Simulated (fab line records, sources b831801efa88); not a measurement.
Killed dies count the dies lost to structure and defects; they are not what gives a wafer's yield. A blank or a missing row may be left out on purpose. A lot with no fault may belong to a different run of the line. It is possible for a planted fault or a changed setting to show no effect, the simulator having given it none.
The same fault as seen by 2 desks	flow sky130	what lay behind the numbers comes last; until then each desk has only its own

AT THE METROLOGY DESK
Lot by lot, what the gauges showed, no matter which tool ran the lot: averages of those sampled wafers that carry a number. If a lot's mean is further than 4 standard deviations from the usual mean, the lot is out of limits and carries the mark OUT (the distance appears in the brackets).
Columns: A = LI_CONTACT_W_RS at SKY_LI_CONTACT_RS_MEAS_22, usual 0.2855 ohm/sq; B = LI_CONTACT_W_THK at SKY_LI_CONTACT_THK_MEAS_23, usual 415 nm
lot	first seen here	A	B
L892	day 29 10:28	0.2849	417
L894	day 29 23:17	0.2855	423
L897	day 30 20:15	0.2885	400
L898	day 31 14:02	0.2867	403
L899	day 31 16:50	0.2815	417
L900	day 31 22:24	0.2862	423
L901	day 32 06:35	0.2874	416
L904	day 33 07:12	0.2849	421
L905	day 33 13:36	0.2600 (-9.8) OUT	447 (+4.6) OUT
L906	day 33 16:58	0.2835	422
L907	day 34 04:14	0.2625 (-8.8) OUT	446 (+4.5) OUT
L909	day 34 20:06	0.2861	422
L911	day 35 10:55	0.2839	421
L915	day 36 14:26	0.2876	414
Per this desk, out of limits: L905, L907; the first was L905, day 33 13:36 (LI_CONTACT_W_RS at SKY_LI_CONTACT_RS_MEAS_22). L892, L894, L897, L898, L899, L900, L901, L904, L906, L909, L911, L915 stayed within limits.

TOOL OWNER'S DESK, cvdW-01
The tool's own readings at SKY_LI_CONTACT_CVD_21 (deposits W, target thk 400 nm, time 120.56 s): means of the sampled wafers that have a number, for each lot that ran on this tool. If a lot's mean is further than 4 standard deviations from the usual mean, the lot is out of limits and carries the mark OUT (the distance appears in the brackets).
Columns: A = chamberPressureTorr at SKY_LI_CONTACT_CVD_21, usual 40.00 Torr; B = heaterPowerW at SKY_LI_CONTACT_CVD_21, usual 837 W
lot	first seen here	A	B
L894	day 29 23:10	40.01	813
L897	day 30 20:08	39.99	807
L899	day 31 16:38	39.98	885
L900	day 31 22:16	40.07	858
L904	day 33 07:04	40.04	814
L905	day 33 13:27	47.14 (+94) OUT	848
L907	day 34 04:07	47.14 (+94) OUT	841
L915	day 36 14:18	40.03	845
Finding of this desk: L905, L907 out of limits; the first was L905 at day 33 13:27, on chamberPressureTorr at SKY_LI_CONTACT_CVD_21. L894, L897, L899, L900, L904, L915 stayed within limits.

ALL TOGETHER
The tool owner's desk could have raised an alarm at day 33 13:27, on L905, L907.
L905, L907 would have let the metrology desk raise an alarm at day 33 13:36.
The lots listed all ran SKY_LI_CONTACT_CVD_21 on cvdW-01.

WHAT THE SIMULATOR PUT IN
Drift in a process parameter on cvdW-01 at SKY_LI_CONTACT_CVD_21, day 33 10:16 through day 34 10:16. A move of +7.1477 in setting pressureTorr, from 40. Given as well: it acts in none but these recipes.
Shown lots that were struck: L905, L907.
Time in hours from fault onset to the first out-of-limits reading at each desk: tool owner's desk 3, metrology desk 3.
